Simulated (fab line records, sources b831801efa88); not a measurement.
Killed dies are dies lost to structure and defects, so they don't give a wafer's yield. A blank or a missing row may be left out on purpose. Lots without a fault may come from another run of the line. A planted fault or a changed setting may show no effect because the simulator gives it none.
Which tool did it? | flow sky130 | 13 lots, 39 wafers sampled, at 5 steps of a route of 708

WHAT THE GAUGES READ, wafer by wafer
SKY_VIA4_BOW_MEAS_03. Usual: VIA4_BOW 79 um, standard deviation 9.
lot  | measured     | on            | VIA4_BOW (um) | flag
L282 | day 42 02:34 | film_metro-04 | 74 61 60      |
L283 | day 42 11:27 | film_metro-02 | 82 73 66      |
L284 | day 42 15:14 | film_metro-02 | 69 88 79      |
L286 | day 43 00:54 | film_metro-02 | 77 72 61      |
L287 | day 43 07:50 | film_metro-02 | 93 89 79      |
L288 | day 43 15:50 | film_metro-02 | 91 88 79      |
L289 | day 44 03:11 | film_metro-02 | 77 68 64      |
L290 | day 44 07:50 | film_metro-01 | 74 82 82      |
L291 | day 44 09:37 | film_metro-04 | 92 83 80      |
L292 | day 44 18:24 | film_metro-01 | 78 86 84      |
L293 | day 44 19:20 | film_metro-01 | 93 98 89      |
L302 | day 47 06:14 | film_metro-02 | 74 74 78      |
L304 | day 47 14:37 | film_metro-04 | 81 83 88      |

SKY_VIA4_THK_MEAS_20: measures by xrf. Usual: VIA4_W_THK 494 nm, standard deviation 9.
lot  | measured     | on            | VIA4_W_THK (nm) | flag
L282 | day 43 02:46 | film_metro-04 | 489 496 492     |
L283 | day 43 11:34 | film_metro-02 | 505 501 505     |
L284 | day 43 15:02 | film_metro-04 | 487 490 494     |
L286 | day 43 23:29 | film_metro-04 | 490 491 488     |
L287 | day 44 07:29 | film_metro-04 | 484 491 484     |
L288 | day 44 15:19 | film_metro-01 | 486 500 486     |
L289 | day 45 01:49 | film_metro-02 | 502 503 499     |
L290 | day 45 05:59 | film_metro-01 | 481 478 493     |
L291 | day 45 08:28 | film_metro-01 | 493 495 485     |
L292 | day 45 15:58 | film_metro-01 | 496 482 485     |
L293 | day 45 17:36 | film_metro-02 | 496 500 504     |
L302 | day 48 03:01 | film_metro-02 | 490 509 495     |
L304 | day 48 10:59 | film_metro-04 | 484 491 494     |

WHICH TOOL RAN EACH LOT (tool, then ch and the chambers of the sampled wafers, then the start)
lot  | SKY_METAL4_DESCUM_15              | SKY_VIA4_CMP_02               | SKY_VIA4_ETCH_12
L282 | rie_metal-01 ch 0,1, day 42 00:44 | cmp-01 ch 0,1,2, day 42 02:16 | rie_diel-04 ch 0,3, day 43 01:46
L283 | rie_metal-04 ch 1, day 42 10:00   | cmp-02 ch 0,1,3, day 42 11:15 | rie_diel-02 ch 0,2,3, day 43 10:31
L284 | rie_metal-03 ch 0,1, day 42 13:44 | cmp-02 ch 2,3, day 42 14:53   | rie_diel-02 ch 2,3, day 43 14:01
L286 | rie_metal-01 ch 0,1, day 42 23:24 | cmp-02 ch 0,1,3, day 43 00:33 | rie_diel-04 ch 0,1,2, day 43 22:29
L287 | rie_metal-03 ch 0,1, day 43 06:17 | cmp-02 ch 0,3, day 43 07:30   | rie_diel-04 ch 2,3, day 44 06:28
L288 | rie_metal-03 ch 0,1, day 43 14:22 | cmp-02 ch 0,1,2, day 43 15:36 | rie_diel-02 ch 0,1,2, day 44 14:17
L289 | rie_metal-04 ch 0,1, day 44 01:43 | cmp-02 ch 0,1, day 44 02:52   | rie_diel-04 ch 0,3, day 45 00:46
L290 | rie_metal-01 ch 0,1, day 44 06:17 | cmp-01 ch 2,3, day 44 07:31   | rie_diel-03 ch 0,2,3, day 45 04:58
L291 | rie_metal-03 ch 0,1, day 44 07:50 | cmp-01 ch 0,2, day 44 09:19   | rie_diel-03 ch 0,1, day 45 07:28
L292 | rie_metal-03 ch 0,1, day 44 16:57 | cmp-01 ch 1,2,3, day 44 18:06 | rie_diel-04 ch 0,1,3, day 45 14:56
L293 | rie_metal-03 ch 0,1, day 44 17:53 | cmp-01 ch 0,1, day 44 19:02   | rie_diel-03 ch 0,2,3, day 45 16:34
L302 | rie_metal-04 ch 0,1, day 47 04:45 | cmp-02 ch 0,1,3, day 47 06:02 | rie_diel-02 ch 0,3, day 48 02:01
L304 | rie_metal-03 ch 0,1, day 47 12:56 | cmp-02 ch 0,2, day 47 14:16   | rie_diel-03 ch 0,1,3, day 48 09:59
- SKY_METAL4_DESCUM_15: chemistry O2, time 8 s.
- SKY_VIA4_CMP_02: polishes SiO2.
- SKY_VIA4_ETCH_12: etches SiO2 in C4F8/O2/Ar, stops on TiN, target depth 580 nm.

WHAT THE TOOLS THEMSELVES READ (means of the sampled wafers that have a number; where no wafer has one, the mark that the record gives instead)
SKY_METAL4_DESCUM_15. Usual: drypump_motor_current_A 5.8 A, standard deviation 0.5; oes_product_au 1.001 a.u., standard deviation 0.012.
lot  | tool         | drypump_motor_current_A (A) | oes_product_au (a.u.) | flag
L282 | rie_metal-01 | 6.2                         | 0.989                 |
L283 | rie_metal-04 | 5.3                         | 0.994                 |
L284 | rie_metal-03 | 5.7                         | 0.999                 |
L286 | rie_metal-01 | 6.2                         | 0.981                 |
L287 | rie_metal-03 | 5.5                         | 1.003                 |
L288 | rie_metal-03 | 5.7                         | 0.998                 |
L289 | rie_metal-04 | 6.0                         | 1.007                 |
L290 | rie_metal-01 | 6.0                         | 0.988                 |
L291 | rie_metal-03 | 5.7                         | 1.002                 |
L292 | rie_metal-03 | 5.7                         | 1.000                 |
L293 | rie_metal-03 | 5.5                         | 1.003                 |
L302 | rie_metal-04 | 6.1                         | 1.007                 |
L304 | rie_metal-03 | 5.7                         | 1.005                 |

SKY_VIA4_CMP_02. Usual: motor_current_A 11.3 A, standard deviation 0.72.
lot  | tool   | motor_current_A (A) | flag
L282 | cmp-01 | 11.3                |
L283 | cmp-02 | 10.7                |
L284 | cmp-02 | 10.7                |
L286 | cmp-02 | 10.9                |
L287 | cmp-02 | 10.3                |
L288 | cmp-02 | 11.1                |
L289 | cmp-02 | 11.4                |
L290 | cmp-01 | 11.4                |
L291 | cmp-01 | 11.3                |
L292 | cmp-01 | 11.7                |
L293 | cmp-01 | 12.1                |
L302 | cmp-02 | 10.6                |
L304 | cmp-02 | 10.7                |

SKY_VIA4_ETCH_12. Usual: oes_product_au 0.925 a.u., standard deviation 0.0047.
lot  | tool        | oes_product_au (a.u.) | flag
L282 | rie_diel-04 | 0.924                 |
L283 | rie_diel-02 | 0.927                 |
L284 | rie_diel-02 | 0.921                 |
L286 | rie_diel-04 | 0.924                 |
L287 | rie_diel-04 | 0.927                 |
L288 | rie_diel-02 | 0.925                 |
L289 | rie_diel-04 | 0.927                 |
L290 | rie_diel-03 | 0.927                 |
L291 | rie_diel-03 | 0.931                 |
L292 | rie_diel-04 | 0.926                 |
L293 | rie_diel-03 | 0.958                 | OFF
L302 | rie_diel-02 | 0.926                 |
L304 | rie_diel-03 | 0.925                 |

THE ANSWER, worked out from the rows above alone
Rule: a lot is off if the mean of its wafers that have a number lies more than 3 standard deviations from the usual mean. A lot without any number at a reading at which 4 lots or more have one is off too. The other lots that the step has rows for count as sound. The gauges are gone through in route order, then the tools' own readings, and for those a lot's mean is taken as printed above. The first step at which some lot is off is used, and at that step the reading that is off furthest; a lot without a number counts as furthest.
Off: L293, at SKY_VIA4_ETCH_12 (oes_product_au).
A tool fits if, at that step or a process step before it, it ran every lot that is off, and no sound lot after the first of them. One fits: cmp-01 at SKY_VIA4_CMP_02. Its last sound lot is L292 (day 44 18:06), its first lot that is off L293 (day 44 19:02): a fault that began between those two fits.

WHAT THE SIMULATOR HAD PUT IN
Process parameter drift: cmp-01, from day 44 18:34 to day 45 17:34, at SKY_VIA4_CMP_02. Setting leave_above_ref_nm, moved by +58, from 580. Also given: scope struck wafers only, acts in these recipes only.
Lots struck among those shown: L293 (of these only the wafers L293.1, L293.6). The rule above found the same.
